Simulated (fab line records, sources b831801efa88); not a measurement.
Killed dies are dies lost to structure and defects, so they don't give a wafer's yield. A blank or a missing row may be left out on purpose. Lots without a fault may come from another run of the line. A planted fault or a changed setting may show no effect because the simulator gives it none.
Which tool did it? | flow gf180mcu | 6 lots, 18 wafers sampled, at 2 steps of a route of 602

WHAT THE GAUGES READ, wafer by wafer
GF_SAB_CD_MEAS_09: target cd 420 nm.
lot  | measured     | on        | cd_nm (nm)
L324 | day 16 02:01 | cd_sem-01 | 419.4 418.2 419.6
L326 | day 16 19:08 | cd_sem-02 | 420.0 419.8 418.2
L331 | day 18 07:11 | cd_sem-01 | 419.1 418.5 418.4
L341 | day 22 00:54 | cd_sem-01 | 420.6 422.0 420.8
L343 | day 22 13:27 | cd_sem-01 | 419.5 420.3 420.1
L345 | day 23 12:21 | cd_sem-01 | 419.1 420.3 421.1

WHICH TOOL RAN EACH LOT (tool, then ch and the chambers of the sampled wafers, then the start)
lot  | GF_SAB_EXPOSE_06
L324 | iline_stepper-02 ch 0, day 15 15:19
L326 | iline_stepper-01 ch 0, day 16 08:25
L331 | iline_stepper-01 ch 0, day 17 20:02
L341 | iline_stepper-02 ch 0, day 21 12:52
L343 | iline_stepper-02 ch 0, day 22 02:06
L345 | iline_stepper-02 ch 0, day 23 01:26
- GF_SAB_EXPOSE_06: exposes mask SAB, target cd 420 nm.

THE ANSWER, worked out from the rows above alone
Rule: what is usual is taken from the lots themselves. Put in order of their means at a reading, lots are off if they are a third of the lots or fewer, leave a main group of 4 or more, and stand apart from it by a gap of 3 or more times the standard deviation of the main group's means; of several such gaps the widest counts. A main group whose means are all the same, to the digits that the tables above print for the reading, isn't used. A lot without any number at a reading at which 4 lots or more have one is off too. The other lots that the step has rows for count as sound.
No lot is off at any reading shown: from this, nothing can be told.

WHAT THE SIMULATOR HAD PUT IN
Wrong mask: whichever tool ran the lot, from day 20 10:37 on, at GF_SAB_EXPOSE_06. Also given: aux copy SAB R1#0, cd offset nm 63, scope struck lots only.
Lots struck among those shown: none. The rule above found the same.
